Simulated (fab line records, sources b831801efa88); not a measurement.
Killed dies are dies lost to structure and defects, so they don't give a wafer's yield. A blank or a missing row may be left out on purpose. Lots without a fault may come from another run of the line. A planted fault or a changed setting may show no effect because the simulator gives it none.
Which tool did it? | flow sky130 | 15 lots, 45 wafers sampled, at 4 steps of a route of 708

WHAT THE GAUGES READ, wafer by wafer
SKY_NWELL_TW_MEAS_15. Usual: NWELL_TW 1815, standard deviation 11.
lot  | measured     | on            | NWELL_TW       | flag
L132 | day 4 12:16  | film_metro-04 | 1804 1812 1818 |
L133 | day 4 19:49  | film_metro-04 | 1802 1806 1817 |
L138 | day 6 14:39  | film_metro-02 | 1808 1825 1820 |
L139 | day 6 15:10  | film_metro-02 | 1811 1818 1826 |
L140 | day 7 10:46  | film_metro-02 | 1816 1810 1822 |
L141 | day 7 11:04  | film_metro-02 | 1820 1821 1812 |
L142 | day 7 11:08  | film_metro-01 | 1792 1793 1801 |
L148 | day 8 22:12  | film_metro-02 | 1818 1814 1813 |
L147 | day 8 22:55  | film_metro-04 | 1791 1792 1801 |
L149 | day 9 08:31  | film_metro-02 | 1837 1836 1832 |
L151 | day 9 12:30  | film_metro-02 | 1830 1831 1828 |
L152 | day 9 14:23  | film_metro-04 | 1807 1810 1809 |
L154 | day 9 22:36  | film_metro-04 | 1815 1815 1809 |
L153 | day 9 22:37  | film_metro-02 | 1832 1821 1831 |
L155 | day 10 07:37 | film_metro-04 | 1824 1825 1808 |

SKY_NWELL_RS_MEAS_31: measures by four-point-probe. Usual: PWDE_RS 5270 ohm/sq, standard deviation 18.
lot  | measured     | on            | PWDE_RS (ohm/sq) | flag
L132 | day 5 05:19  | film_metro-04 | 5245 5255 5264   |
L133 | day 5 13:28  | film_metro-02 | 5295 5299 5288   |
L138 | day 7 10:48  | film_metro-01 | 5277 5249 5255   |
L139 | day 7 11:04  | film_metro-04 | 5263 5269 5271   |
L140 | day 8 08:09  | film_metro-04 | 5291 5296 5286   |
L141 | day 8 08:47  | film_metro-04 | 5279 5255 5263   |
L142 | day 8 09:26  | film_metro-04 | 5269 5291 5252   |
L148 | day 9 21:15  | film_metro-04 | 5255 5261 5263   |
L147 | day 9 22:05  | film_metro-02 | 5271 5263 5262   |
L149 | day 10 07:11 | film_metro-04 | 5291 5298 5293   |
L151 | day 10 10:46 | film_metro-04 | 5247 5259 5283   |
L152 | day 10 11:53 | film_metro-01 | 5238 5246 5252   |
L154 | day 10 21:10 | film_metro-01 | 5270 5276 5260   |
L153 | day 10 21:23 | film_metro-02 | 5277 5295 5286   |
L155 | day 11 06:37 | film_metro-02 | 5247 5270 5261   |

SKY_VT_ADJUST_HVTR_TW_MEAS_11. Usual: VT_ADJUST_HVTR_TW 210.5, standard deviation 1.2.
lot  | measured     | on            | VT_ADJUST_HVTR_TW | flag
L132 | day 9 05:35  | film_metro-02 | 210.7 212.7 212.1 |
L133 | day 9 18:53  | film_metro-04 | 211.2 209.3 210.5 |
L138 | day 11 23:49 | film_metro-04 | 209.5 210.4 210.3 |
L139 | day 12 02:38 | film_metro-04 | 209.3 210.0 208.9 |
L140 | day 13 02:05 | film_metro-04 | 210.2 211.7 209.9 |
L141 | day 13 05:07 | film_metro-02 | 210.3 210.1 210.9 |
L142 | day 13 05:58 | film_metro-02 | 211.0 210.2 209.9 |
L148 | day 14 23:38 | film_metro-02 | 211.1 211.7 211.7 |
L147 | day 15 00:52 | film_metro-02 | 211.2 210.8 210.9 |
L149 | day 15 13:04 | film_metro-01 | 208.7 208.4 209.1 |
L151 | day 15 18:01 | film_metro-02 | 211.7 211.3 212.5 |
L152 | day 15 20:37 | film_metro-04 | 209.5 210.0 209.2 |
L154 | day 16 05:03 | film_metro-01 | 209.5 209.4 209.1 |
L153 | day 16 06:47 | film_metro-02 | 212.3 210.6 211.7 |
L155 | day 16 18:18 | film_metro-04 | 211.1 211.6 211.6 |

WHICH TOOL RAN EACH LOT (tool, then ch and the chambers of the sampled wafers, then the start)
lot  | SKY_VT_ADJUST_NCORE_PEB_05
L132 | litho_track-04 ch 0, day 8 07:23
L133 | litho_track-03 ch 0, day 8 19:31
L138 | litho_track-01 ch 0, day 10 23:35
L139 | litho_track-04 ch 0, day 11 02:23
L140 | litho_track-01, day 12 00:01
L141 | litho_track-03, day 12 03:07
L142 | litho_track-03, day 12 03:44
L148 | litho_track-04 ch 0, day 13 20:05
L147 | litho_track-03 ch 0, day 13 20:43
L149 | litho_track-04 ch 0, day 14 08:49
L151 | litho_track-01 ch 0, day 14 13:38
L152 | litho_track-04 ch 0, day 14 15:52
L154 | litho_track-04 ch 0, day 15 01:01
L153 | litho_track-03 ch 0, day 15 02:08
L155 | litho_track-03 ch 0, day 15 13:43
- SKY_VT_ADJUST_NCORE_PEB_05

WHAT THE TOOLS THEMSELVES READ (means of the sampled wafers that have a number; where no wafer has one, the mark that the record gives instead)
SKY_VT_ADJUST_NCORE_PEB_05. Usual: exhaust_pa 44.9 Pa, standard deviation 0.9.
lot  | tool           | exhaust_pa (Pa) | flag
L132 | litho_track-04 | 44.7            |
L133 | litho_track-03 | 44.8            |
L138 | litho_track-01 | 44.7            |
L139 | litho_track-04 | 43.2            |
L140 | litho_track-01 | -               | OFF
L141 | litho_track-03 | -               | OFF
L142 | litho_track-03 | -               | OFF
L148 | litho_track-04 | 45.7            |
L147 | litho_track-03 | 46.3            |
L149 | litho_track-04 | 45.6            |
L151 | litho_track-01 | 45.1            |
L152 | litho_track-04 | 45.3            |
L154 | litho_track-04 | 45.0            |
L153 | litho_track-03 | 46.2            |
L155 | litho_track-03 | 45.6            |

THE ANSWER, worked out from the rows above alone
Rule: a lot is off if the mean of its wafers that have a number lies more than 3 standard deviations from the usual mean. A lot without any number at a reading at which 4 lots or more have one is off too. The other lots that the step has rows for count as sound. The gauges are gone through in route order, then the tools' own readings, and for those a lot's mean is taken as printed above. The first step at which some lot is off is used, and at that step the reading that is off furthest; a lot without a number counts as furthest.
Off: L140, L141, L142, at SKY_VT_ADJUST_NCORE_PEB_05 (exhaust_pa). Without a number there: L140, L141, L142.
A tool fits if, at that step or a process step before it, it ran every lot that is off, and no sound lot after the first of them. None of those tried fits.

WHAT THE SIMULATOR HAD PUT IN
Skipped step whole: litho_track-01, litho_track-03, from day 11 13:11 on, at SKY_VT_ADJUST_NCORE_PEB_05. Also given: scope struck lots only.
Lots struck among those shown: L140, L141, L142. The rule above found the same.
